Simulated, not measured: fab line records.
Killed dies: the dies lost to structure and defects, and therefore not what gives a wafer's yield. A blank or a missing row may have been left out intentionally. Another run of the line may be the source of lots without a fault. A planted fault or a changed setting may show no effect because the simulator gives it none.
Struck lot and sound lot, side by side / flow sky130 / 24 steps out of a route of 708
Sound: the wafers L833.2, L833.4, L833.6. Struck: wafers L836.3, L836.4, L836.5. The cause is given at the end.
Per side, at each step with rows, come the tool, then ch with its chambers, and then its first start. Under that, the readings that differ: sound wafers / struck wafers / difference of the means / sigmas: that difference in standard deviations of wafers without a fault.
alike: words and numbers the same on both sides, and readings whose means are apart by under 2 such deviations; not compared: readings that were withheld, readings missing a value for some wafer, numbers with overlapping values and no deviation given by the record, and bounds like >300 which may hide the same value.
Wherever a step has rows on one side only, a row that says differs or no value, or a row with sigmas, the two part there. Numbers that don't overlap but have no deviation are shown without sigmas and don't part them. A reading missing from all wafers of one side parts the sides only when that side holds two or more wafers.

first, 4 steps without rows for these wafers: SKY_CAPM_SOFTBAKE_08 (time 60 s); SKY_CAPM_EXPOSE_09 (exposes mask CAPM, target cd 1000 nm); SKY_CAPM_PEB_10; SKY_CAPM_DEVELOP_11 (develop time 60 s).
SKY_CAPM_OVL_MEAS_12:
  sound on overlay-01, day 42 13:42; struck on overlay-02, day 43 01:51
  alike: CAPM_OVL
SKY_CAPM_METAL_ETCH_13: etches TiN in Cl2/BCl3, stops on SiO2, target depth 220 nm, time 62.9 s.
  sound on rie_metal-02 ch 0, day 42 13:46; struck on rie_metal-02 ch 0,1, day 43 01:54
  alike: drypump_motor_current_A, oes_product_au, throttle_valve_pct
  not compared: rf_hours_counter_h
SKY_CAPM_STRIP_14: strips in O2/N2.
  sound on plasma_asher-01 ch 0,1, day 42 13:53; struck on plasma_asher-04 ch 0,1, day 43 01:59
  alike: drypump_motor_current_A, oes_product_au, strip_time_to_endpoint_s
  not compared: rf_hours_counter_h
then, 5 steps without rows for these wafers: SKY_CAPM_STRIP_15 (strips in post etch residue remover, time 1200 s); SKY_CAPM_CLEAN_16 (cleans in IPA, time 180 s); SKY_CAPM_CLEAN_17 (cleans in O3/DIW); SKY_METAL3_DEHYDRATE_05 (time 60 s); SKY_METAL3_HMDS_06 (prime time 60 s).
SKY_METAL3_COAT_07: resist thk 60 nm.
  sound on litho_track-03 ch 0, day 43 01:54; struck on litho_track-03 ch 0, day 43 13:47
reading=spin_speed_rpm (rpm); sound=2996.5 2998.7 2996.4; struck=2830.5 2828.1 2826.4; difference=-168.9; sigmas=-77
then, 5 steps without rows for these wafers: SKY_METAL3_COAT_08 (resist thk 1140 nm); SKY_METAL3_SOFTBAKE_09 (time 90 s); SKY_METAL3_EXPOSE_10 (exposes mask MM3, target cd 300 nm); SKY_METAL3_PEB_11; SKY_METAL3_DEVELOP_12 (develop time 62.14 s).
SKY_METAL3_CD_MEAS_13: the cd target is 300 nm.
  sound on cd_sem-02, day 43 13:43; struck on cd_sem-01, day 44 01:38
  alike: cd_nm
SKY_METAL3_OVL_MEAS_14:
  sound on overlay-02, day 43 13:49; struck on overlay-01, day 44 01:43
reading=METAL3_OVL (nm); sound=9 4 4; struck=-6 -2 -9; difference=-11; sigmas=-2
SKY_METAL3_DESCUM_15: chemistry O2, time 8 s.
  sound on rie_metal-04 ch 0,1, day 43 13:51; struck on rie_metal-03 ch 0,1, day 44 01:46
  alike: drypump_motor_current_A, oes_product_au, temp_c
  not compared: rf_hours_counter_h
SKY_METAL3_ETCH_16: etches BARC in N2/H2, stops on SiO2, time 88.2 s, target depth 60 nm.
  sound on rie_metal-04 ch 0,1, day 43 13:53; struck on rie_metal-03 ch 0,1, day 44 01:49
reading=oes_product_au (a.u.); sound=0.631 0.619 0.622; struck=0.640 0.640 0.633; difference=+0.014; sigmas=+3
reading=model.etch.depth_nm (nm); sound=60.06 60.18 60.05; struck=61.77 61.99 61.53; difference=+1.67; sigmas=
  alike: drypump_motor_current_A, throttle_valve_pct
  not compared: rf_hours_counter_h
SKY_METAL3_ETCH_17: etches SiO2 in C4F8/O2/Ar, stops on TiN, time 3.9 s, target depth 15 nm.
  sound on rie_diel-03 ch 0,3, day 43 13:59; struck on rie_diel-01 ch 0,1,3, day 44 01:53
  alike: oes_product_au
  not compared: rf_hours_counter_h
-- the record jumps here: 6 days lie between the struck wafers' starts before and after (it left off in module METAL3 and takes up again in module PAD_OPEN, whose first step shown is number 708 of the route) --
SKY_PAD_OPEN_PROBE_99:
  sound on prober-02, day 49 23:37; struck on prober-01, day 50 07:52
  alike: defect_limited_yield, killed_at_M0_to_M3, killed_at_M4_up, killed_at_contacts, killed_at_front_end, killed_at_other, killed_dies, killed_open, killed_short, sort_bin_3_pad_short, sort_bin_5_function, sort_bin_6_memory, sort_n_pass, sort_yield_pct

== WHERE THEY PART ==
At SKY_METAL3_COAT_07 first; at SKY_METAL3_ETCH_16 last (within this record only). Later steps at which nothing parts them and some readings are alike: SKY_METAL3_ETCH_17, SKY_PAD_OPEN_PROBE_99.

WHY: whatever the simulator had introduced
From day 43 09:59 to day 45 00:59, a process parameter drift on litho_track-03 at SKY_METAL3_COAT_07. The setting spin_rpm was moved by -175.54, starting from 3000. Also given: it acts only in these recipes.
